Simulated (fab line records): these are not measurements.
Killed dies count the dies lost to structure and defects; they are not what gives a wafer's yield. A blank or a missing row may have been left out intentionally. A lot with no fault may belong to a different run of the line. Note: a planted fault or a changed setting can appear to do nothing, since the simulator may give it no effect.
fab line records | flow sky130
record lots=11 | wafers=33 | lastDay=50
route steps=708 shown LDD_N@245 LOCAL_INTERCONNECT@402 METAL1@437
lots that met no fault: from a run of the same line without faults
startH: hours from the record's opening day to when the first of the lot's shown wafers began | waitH: time in hours since the lot's previous step | " identical to the entry in the row above | L1.1+2: a row that stands for several wafers | - no value present, or no start provided | * or withheld: withheld | < > ~ a bound
route shown NAME@n: a module of which the file shows steps, and the number in the route of the first | usual: mean/standard deviation taken from wafers without a fault | same: alike in all rows | chamber/n: place in a boat | sites: readings site by site | _std_site: standard deviation across them | _edge_site: the outer-site mean with the inner-site mean subtracted | radiusMm: how far each site lies from the wafer's centre | mask NAME#n: copy n | behind: tool/chamber where the wafer was last shaped | hold: what put the lot on hold/how long, in hours/how the hold closed | device: transistor that didn't switch, given as n, p or np | end of line: tests of these same wafers at the route's end | for a step that has no rows: nothing shown but its recipe | killed: the dies lost at the first sort to structure and to defects; this is not the yield of the wafer | map: a wafer's dies, x killed, . not, _ none there
set.NAME: the setting that was run; set.NAME@STEP: the one run at that earlier step | model.NAME: the simulator's own value behind a step, which no gauge read
a sample of lots followed through the steps of the route, with each step as a table and each wafer as a row
services: a tool's chamber out of use, with start hour (startH, from the record's first day; less than 0 if before it), hours out, and reason
## steps
# step SKY_LDD_N_IMPLANT_08
# recipe species=As | energyKev=20 | doseCm2=7.5e+13 | tiltDeg=withheld | rotationDeg=23
# usual doseIonsCm2=7.501e+13/7.8e+10 | endStationPressureTorr=5.32e-06/2.5e-07 | faradayCurrentUA=422/8.5
lot.wafer | tool         | chamber | startH | waitH | doseIonsCm2 | endStationPressureTorr | faradayCurrentUA
L542.2    | implanter-02 | 0       | 426.20 | 0.0   | 7.498e+13   | 5.36e-06               | 418
L542.3    | "            | 0       | "      | "     | 7.498e+13   | 5.5e-06                | 420
L542.5    | "            | 0       | "      | "     | 7.504e+13   | 5.39e-06               | 398
L543.2    | implanter-02 | 0       | 443.27 | 0.0   | 7.504e+13   | 5.19e-06               | 431
L543.3    | "            | 0       | "      | "     | 7.512e+13   | 4.94e-06               | 419
L543.5    | "            | 0       | "      | "     | 7.495e+13   | 5.64e-06               | 429
L544.1    | implanter-03 | 0       | 455.70 | 0.0   | 7.497e+13   | 5e-06                  | 425
L544.2    | "            | 0       | "      | "     | 7.487e+13   | 5.54e-06               | 432
L544.6    | "            | 0       | "      | "     | 7.506e+13   | 5.23e-06               | 434
L545.4    | implanter-01 | 0       | 464.45 | 0.1   | 7.506e+13   | 5.24e-06               | 410
L545.5    | "            | 0       | "      | "     | 7.504e+13   | 5.28e-06               | 429
L545.6    | "            | 0       | "      | "     | 7.502e+13   | 5.68e-06               | 421
L546.1    | implanter-03 | 0       | 481.27 | 0.0   | 7.489e+13   | 4.8e-06                | 418
L546.4    | "            | 0       | "      | "     | 7.503e+13   | 5.38e-06               | 416
L546.5    | "            | 0       | "      | "     | 7.503e+13   | 5.2e-06                | 425
L549.2    | implanter-01 | 0       | 495.47 | 0.0   | 7.492e+13   | 5.19e-06               | 430
L549.4    | "            | 0       | "      | "     | 7.491e+13   | 5.35e-06               | 419
L549.5    | "            | 0       | "      | "     | 7.488e+13   | 5.42e-06               | 427
L556.1    | implanter-03 | 0       | 555.44 | 0.0   | 4.78e+13    | 5.03e-06               | 270
L556.2    | "            | 0       | "      | "     | 4.791e+13   | 5.32e-06               | 274
L556.4    | "            | 0       | "      | "     | 4.771e+13   | 5.1e-06                | 262
L557.2    | implanter-03 | 0       | 573.82 | 0.0   | 4.77e+13    | 5.03e-06               | 268
L557.4    | "            | 0       | "      | "     | 4.77e+13    | 5.26e-06               | 267
L557.6    | "            | 0       | "      | "     | 4.776e+13   | 5.38e-06               | 264
L558.4    | implanter-01 | 0       | 580.85 | 0.1   | 7.492e+13   | 5.35e-06               | 419
L558.5    | "            | 0       | "      | "     | 7.497e+13   | 5.03e-06               | 418
L558.6    | "            | 0       | "      | "     | 7.507e+13   | 5.13e-06               | 429
L560.3    | implanter-02 | 0       | 590.74 | 0.1   | 7.496e+13   | 5.1e-06                | 415
L560.4    | "            | 0       | "      | "     | 7.514e+13   | 5.09e-06               | 437
L560.5    | "            | 0       | "      | "     | 7.501e+13   | 5.47e-06               | 422
L561.1    | implanter-02 | 0       | 595.39 | 0.0   | 7.501e+13   | 5.47e-06               | 446
L561.2    | "            | 0       | "      | "     | 7.5e+13     | 5.88e-06               | 414
L561.6    | "            | 0       | "      | "     | 7.486e+13   | 5.59e-06               | 411
# step SKY_LDD_N_STRIP_16
# recipe chemistry=O2/N2 | powerW=1400 | pressureMtorr=1500 | platenTempC=withheld | o2FlowSccm=3000 | n2FlowSccm=300 | overashFraction=0.5
# usual drypumpMotorCurrentA=5.6/0.58 | oesProductAu=0.406/0.0044 | stripTimeToEndpointS=4.316/0.013
lot.wafer | tool           | chamber | startH | waitH | drypumpMotorCurrentA | oesProductAu | rfHoursCounterH | stripTimeToEndpointS
L542.2    | plasmaAsher-01 | 1       | 427.37 | 0.1   | 5.8                  | 0.409        | 59              | 4.321
L542.3    | "              | 1       | "      | "     | 5.8                  | 0.399        | -               | 4.320
L542.5    | "              | 0       | "      | "     | 5.2                  | 0.401        | -               | 4.317
L543.2    | plasmaAsher-01 | 1       | 444.45 | 0.1   | 5.8                  | 0.408        | 60              | 4.300
L543.3    | "              | 1       | "      | "     | 5.8                  | 0.406        | -               | 4.311
L543.5    | "              | 1       | "      | "     | 5.8                  | 0.410        | -               | 4.332
L544.1    | plasmaAsher-03 | 0       | 456.90 | 0.1   | 6.3                  | 0.408        | 3               | 4.307
L544.2    | "              | 1       | "      | "     | 4.9                  | 0.403        | 3               | 4.313
L544.6    | "              | 0       | "      | "     | 6.2                  | 0.404        | -               | 4.309
L545.4    | plasmaAsher-03 | 1       | 465.61 | 0.1   | 4.9                  | 0.404        | -               | 4.315
L545.5    | "              | 1       | "      | "     | 4.9                  | 0.411        | -               | 4.293
L545.6    | "              | 0       | "      | "     | 6.2                  | 0.403        | -               | 4.315
L546.1    | plasmaAsher-02 | 1       | 483.37 | 0.1   | 4.9                  | 0.401        | 78              | 4.304
L546.4    | "              | 0       | "      | "     | 6.4                  | 0.413        | -               | 4.319
L546.5    | "              | 0       | "      | "     | 6.4                  | 0.402        | -               | 4.312
L549.2    | plasmaAsher-01 | 0       | 496.65 | 0.1   | 5.2                  | 0.395        | 66              | 4.329
L549.4    | "              | 1       | "      | "     | 5.9                  | 0.411        | -               | 4.298
L549.5    | "              | 1       | "      | "     | 5.9                  | 0.399        | -               | 4.322
L556.1    | plasmaAsher-01 | 1       | 556.64 | 0.1   | 5.8                  | 0.405        | 72              | 4.252
L556.2    | "              | 0       | "      | "     | 5.2                  | 0.409        | 72              | 4.247
L556.4    | "              | 1       | "      | "     | 5.8                  | 0.406        | -               | 4.232
L557.2    | plasmaAsher-03 | 1       | 575.00 | 0.1   | 4.9                  | 0.400        | 14              | 4.224
L557.4    | "              | 0       | "      | "     | 6.2                  | 0.404        | -               | 4.220
L557.6    | "              | 1       | "      | "     | 4.9                  | 0.401        | -               | 4.207
L558.4    | plasmaAsher-03 | 1       | 582.01 | 0.1   | 4.9                  | 0.402        | -               | 4.307
L558.5    | "              | 1       | "      | "     | 4.9                  | 0.405        | -               | 4.336
L558.6    | "              | 0       | "      | "     | 6.2                  | 0.406        | -               | 4.313
L560.3    | plasmaAsher-02 | 0       | 591.92 | 0.1   | 6.4                  | 0.410        | -               | 4.330
L560.4    | "              | 1       | "      | "     | 4.8                  | 0.400        | -               | 4.314
L560.5    | "              | 0       | "      | "     | 6.4                  | 0.404        | -               | 4.337
L561.1    | plasmaAsher-01 | 0       | 596.59 | 0.1   | 5.2                  | 0.411        | 76              | 4.304
L561.2    | "              | 1       | "      | "     | 5.8                  | 0.406        | 76              | 4.310
L561.6    | "              | 1       | "      | "     | 5.8                  | 0.413        | -               | 4.316
# step SKY_LDD_N_TW_MEAS_17
# usual LDD_N_TW=2588/14
lot.wafer | tool         | chamber | startH | waitH | LDD_N_TW
L542.2    | filmMetro-02 | -       | 427.48 | 0.1   | 2588
L542.3    | "            | -       | "      | "     | 2592
L542.5    | "            | -       | "      | "     | 2586
L543.2    | filmMetro-02 | -       | 444.56 | 0.1   | 2606
L543.3    | "            | -       | "      | "     | 2592
L543.5    | "            | -       | "      | "     | 2606
L544.1    | filmMetro-02 | -       | 457.00 | 0.1   | 2591
L544.2    | "            | -       | "      | "     | 2592
L544.6    | "            | -       | "      | "     | 2580
L545.4    | filmMetro-04 | -       | 465.70 | 0.1   | 2598
L545.5    | "            | -       | "      | "     | 2603
L545.6    | "            | -       | "      | "     | 2608
L546.1    | filmMetro-03 | -       | 483.47 | 0.1   | 2578
L546.4    | "            | -       | "      | "     | 2573
L546.5    | "            | -       | "      | "     | 2587
L549.2    | filmMetro-04 | -       | 496.76 | 0.1   | 2611
L549.4    | "            | -       | "      | "     | 2600
L549.5    | "            | -       | "      | "     | 2617
L556.1    | filmMetro-02 | -       | 556.74 | 0.1   | 2551
L556.2    | "            | -       | "      | "     | 2549
L556.4    | "            | -       | "      | "     | 2566
L557.2    | filmMetro-03 | -       | 575.11 | 0.1   | 2511
L557.4    | "            | -       | "      | "     | 2519
L557.6    | "            | -       | "      | "     | 2521
L558.4    | filmMetro-02 | -       | 582.10 | 0.1   | 2596
L558.5    | "            | -       | "      | "     | 2593
L558.6    | "            | -       | "      | "     | 2599
L560.3    | filmMetro-03 | -       | 592.01 | 0.1   | 2566
L560.4    | "            | -       | "      | "     | 2560
L560.5    | "            | -       | "      | "     | 2575
L561.1    | filmMetro-02 | -       | 596.69 | 0.1   | 2599
L561.2    | "            | -       | "      | "     | 2583
L561.6    | "            | -       | "      | "     | 2586
# step SKY_LOCAL_INTERCONNECT_STRIP_15
# recipe chemistry=O2/N2 | powerW=1400 | pressureMtorr=1500 | platenTempC=withheld | o2FlowSccm=3000 | n2FlowSccm=300 | overashFraction=0.5
# usual drypumpMotorCurrentA=5.6/0.65 | oesProductAu=0.427/0.0048 | stripTimeToEndpointS=4.714/0.018
lot.wafer | tool           | chamber | startH | waitH | drypumpMotorCurrentA | oesProductAu | rfHoursCounterH | stripTimeToEndpointS
L542.2    | plasmaAsher-03 | 0       | 728.30 | 0.0   | 6.3                  | 0.427        | 29              | 4.714
L542.3    | "              | 0       | "      | "     | 6.2                  | 0.429        | -               | 4.740
L542.5    | "              | 1       | "      | "     | 4.9                  | 0.423        | -               | 4.750
L543.2    | plasmaAsher-04 | 1       | 739.96 | 0.0   | 5.8                  | 0.427        | 59              | 4.712
L543.3    | "              | 1       | "      | "     | 5.8                  | 0.425        | -               | 4.693
L543.5    | "              | 0       | "      | "     | 5.6                  | 0.427        | -               | 4.692
L544.1    | plasmaAsher-02 | 0       | 752.45 | 0.0   | 6.4                  | 0.431        | 1               | 4.719
L544.2    | "              | 1       | "      | "     | 4.9                  | 0.422        | 1               | 4.710
L544.6    | "              | 0       | "      | "     | 6.5                  | 0.421        | -               | 4.736
L545.4    | plasmaAsher-02 | 0       | 761.07 | 0.1   | 6.4                  | 0.432        | -               | 4.704
L545.5    | "              | 0       | "      | "     | 6.4                  | 0.432        | -               | 4.716
L545.6    | "              | 1       | "      | "     | 4.9                  | 0.427        | -               | 4.713
L546.1    | plasmaAsher-02 | 0       | 775.86 | 0.0   | 6.5                  | 0.421        | 3               | 4.696
L546.4    | "              | 1       | "      | "     | 4.8                  | 0.435        | -               | 4.706
L546.5    | "              | 0       | "      | "     | 6.4                  | 0.435        | -               | 4.674
L549.2    | plasmaAsher-03 | 1       | 787.03 | 0.0   | 4.9                  | 0.431        | 35              | 4.683
L549.4    | "              | 1       | "      | "     | 4.9                  | 0.427        | -               | 4.678
L549.5    | "              | 1       | "      | "     | 4.9                  | 0.427        | -               | 4.687
L556.1    | plasmaAsher-03 | 1       | 844.30 | 0.0   | 4.9                  | 0.426        | 41              | 4.733
L556.2    | "              | 0       | "      | "     | 6.2                  | 0.429        | 41              | 4.720
L556.4    | "              | 0       | "      | "     | 6.3                  | 0.433        | -               | 4.740
L557.2    | plasmaAsher-04 | 1       | 855.68 | 0.0   | 5.8                  | 0.426        | 71              | 4.700
L557.4    | "              | 1       | "      | "     | 5.8                  | 0.432        | -               | 4.751
L557.6    | "              | 1       | "      | "     | 5.8                  | 0.431        | -               | 4.702
L558.4    | plasmaAsher-03 | 1       | 863.93 | 0.1   | 4.9                  | 0.421        | -               | 4.716
L558.5    | "              | 0       | "      | "     | 6.3                  | 0.433        | -               | 4.724
L558.6    | "              | 1       | "      | "     | 4.9                  | 0.426        | -               | 4.718
L560.3    | plasmaAsher-03 | 0       | 871.39 | 0.1   | 6.2                  | 0.425        | -               | 4.722
L560.4    | "              | 1       | "      | "     | 4.9                  | 0.429        | -               | 4.706
L560.5    | "              | 1       | "      | "     | 4.9                  | 0.422        | -               | 4.714
L561.1    | plasmaAsher-02 | 1       | 873.56 | 0.0   | 4.8                  | 0.429        | 14              | 4.730
L561.2    | "              | 0       | "      | "     | 6.4                  | 0.422        | 14              | 4.688
L561.6    | "              | 1       | "      | "     | 4.9                  | 0.434        | -               | 4.690
# step SKY_METAL1_SPUTTER_03
# recipe material=Ti | targetThkNm=5 | powerW=3000 | timeS=3.3 | chamberPressurePa=0.4
# usual throttleValvePct=29.9/1.2
lot.wafer | tool          | chamber | startH | waitH | throttleValvePct
L542.2    | pvdSputter-03 | -       | 758.22 | 0.0   | 29.6
L542.3    | "             | -       | "      | "     | 30.1
L542.5    | "             | -       | "      | "     | 29.9
L543.2    | pvdSputter-04 | -       | 770.72 | 0.0   | 30.5
L543.3    | "             | -       | "      | "     | 32.0
L543.5    | "             | -       | "      | "     | 30.6
L544.1    | pvdSputter-04 | -       | 782.46 | 0.0   | 29.0
L544.2    | "             | -       | "      | "     | 30.7
L544.6    | "             | -       | "      | "     | 28.9
L545.4    | pvdSputter-04 | -       | 790.48 | 0.0   | 30.7
L545.5    | "             | -       | "      | "     | 28.4
L545.6    | "             | -       | "      | "     | 29.0
L546.1    | pvdSputter-04 | -       | 805.46 | 0.0   | 31.8
L546.4    | "             | -       | "      | "     | 31.7
L546.5    | "             | -       | "      | "     | 30.6
L549.2    | pvdSputter-01 | -       | 816.09 | 0.0   | 30.9
L549.4    | "             | -       | "      | "     | 28.7
L549.5    | "             | -       | "      | "     | 30.4
L556.1    | pvdSputter-03 | -       | 873.24 | 0.0   | 28.8
L556.2    | "             | -       | "      | "     | 30.4
L556.4    | "             | -       | "      | "     | 29.7
L557.2    | pvdSputter-04 | -       | 884.34 | 0.0   | 28.5
L557.4    | "             | -       | "      | "     | 30.7
L557.6    | "             | -       | "      | "     | 28.6
L558.4    | pvdSputter-04 | -       | 891.61 | 0.0   | 31.6
L558.5    | "             | -       | "      | "     | 28.3
L558.6    | "             | -       | "      | "     | 28.7
L560.3    | pvdSputter-04 | -       | 899.82 | 0.0   | 31.7
L560.4    | "             | -       | "      | "     | 28.7
L560.5    | "             | -       | "      | "     | 30.8
L561.1    | pvdSputter-04 | -       | 901.73 | 0.0   | 28.7
L561.2    | "             | -       | "      | "     | 28.6
L561.6    | "             | -       | "      | "     | 31.8
# step SKY_METAL1_SPUTTER_04
# recipe material=TiN | targetThkNm=70 | powerW=6500 | timeS=58.3 | chamberPressurePa=0.4
# usual throttleValvePct=29.9/1.2
lot.wafer | tool          | chamber | startH | waitH | throttleValvePct
L542.2    | pvdSputter-03 | -       | 758.24 | 0.0   | 29.3
L542.3    | "             | -       | "      | "     | 30.0
L542.5    | "             | -       | "      | "     | 29.8
L543.2    | pvdSputter-04 | -       | 770.73 | 0.0   | 30.7
L543.3    | "             | -       | "      | "     | 31.8
L543.5    | "             | -       | "      | "     | 30.8
L544.1    | pvdSputter-04 | -       | 782.47 | 0.0   | 28.9
L544.2    | "             | -       | "      | "     | 30.9
L544.6    | "             | -       | "      | "     | 28.8
L545.4    | pvdSputter-04 | -       | 790.50 | 0.0   | 31.0
L545.5    | "             | -       | "      | "     | 28.2
L545.6    | "             | -       | "      | "     | 28.9
L546.1    | pvdSputter-04 | -       | 805.48 | 0.0   | 31.7
L546.4    | "             | -       | "      | "     | 31.8
L546.5    | "             | -       | "      | "     | 30.7
L549.2    | pvdSputter-01 | -       | 816.10 | 0.0   | 31.0
L549.4    | "             | -       | "      | "     | 28.7
L549.5    | "             | -       | "      | "     | 30.6
L556.1    | pvdSputter-03 | -       | 873.26 | 0.0   | 28.8
L556.2    | "             | -       | "      | "     | 30.4
L556.4    | "             | -       | "      | "     | 29.9
L557.2    | pvdSputter-04 | -       | 884.36 | 0.0   | 28.6
L557.4    | "             | -       | "      | "     | 30.9
L557.6    | "             | -       | "      | "     | 28.9
L558.4    | pvdSputter-04 | -       | 891.63 | 0.0   | 31.8
L558.5    | "             | -       | "      | "     | 28.3
L558.6    | "             | -       | "      | "     | 28.8
L560.3    | pvdSputter-04 | -       | 899.84 | 0.0   | 31.7
L560.4    | "             | -       | "      | "     | 28.7
L560.5    | "             | -       | "      | "     | 30.8
L561.1    | pvdSputter-04 | -       | 901.75 | 0.0   | 28.7
L561.2    | "             | -       | "      | "     | 28.3
L561.6    | "             | -       | "      | "     | 31.9
## services
tool           | chamber | startH | hours | kind
plasmaAsher-01 | -       | 407.28 | 2.8   | pm
implanter-02   | -       | 409.17 | 4.1   | repair
plasmaAsher-03 | -       | 421.28 | 9.0   | pm
implanter-03   | -       | 437.06 | 1.8   | pm
implanter-03   | -       | 449.85 | 2.4   | repair
plasmaAsher-03 | -       | 489.02 | 14.6  | pm
implanter-02   | -       | 503.53 | 3.3   | repair
implanter-03   | -       | 589.34 | 141.5 | pm
pvdSputter-04  | -       | 632.24 | 4.5   | repair
pvdSputter-04  | -       | 647.13 | 1.9   | repair
plasmaAsher-01 | -       | 682.50 | 3.4   | repair
plasmaAsher-02 | -       | 733.75 | 9.0   | pm
implanter-03   | -       | 742.58 | 4.0   | repair
pvdSputter-04  | -       | 744.67 | 6.1   | repair
plasmaAsher-03 | -       | 747.25 | 0.9   | repair
implanter-03   | -       | 755.26 | 2.0   | repair
plasmaAsher-01 | -       | 770.33 | 11.5  | repair
implanter-02   | -       | 787.49 | 5.5   | pm
pvdSputter-03  | -       | 814.00 | 2.4   | repair
implanter-03   | -       | 842.83 | 3.7   | repair
implanter-03   | -       | 846.57 | 6.2   | pm
implanter-02   | -       | 847.17 | 5.2   | repair
implanter-02   | -       | 855.85 | 8.6   | repair
implanter-02   | -       | 889.56 | 2.5   | repair
## key
firstSign step=SKY_LDD_N_IMPLANT_08 | reading=doseIonsCm2 | direction=down | sigmas=99+ | usual=* | struck=*
effect step=SKY_LDD_N_IMPLANT_08 | reading=faradayCurrentUA | direction=down | sigmas=18 | usual=422 | struck=268
effect step=SKY_LDD_N_STRIP_16 | reading=stripTimeToEndpointS | direction=down | sigmas=6.5 | usual=* | struck=*
effect step=SKY_LDD_N_TW_MEAS_17 | reading=LDD_N_TW | direction=down | sigmas=3.9 | usual=2588 | struck=2536
metAt SKY_LDD_N_IMPLANT_08
struckLots L556,L557
testerLeftOut L556,L557
notActingAt SKY_LOCAL_INTERCONNECT_STRIP_15,SKY_METAL1_SPUTTER_03,SKY_METAL1_SPUTTER_04
onsetBetween 481.27 555.44
fault kind=processParameterDrift | tool=implanter-03 | chamber=- | onsetH=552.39 | steps=SKY_LDD_N_IMPLANT_08 | channel=doseCm2 | offset=* | shape=step | endH=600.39 | actsIn=* | stated=*
# testerLeftOut: of these lots the tester's yield and bins aren't shown, on N5 and GAA mostly nor the transistor test; their killed dies are dies lost to structure and defects alone, not to doping, threshold or leakage, so they don't give the yield
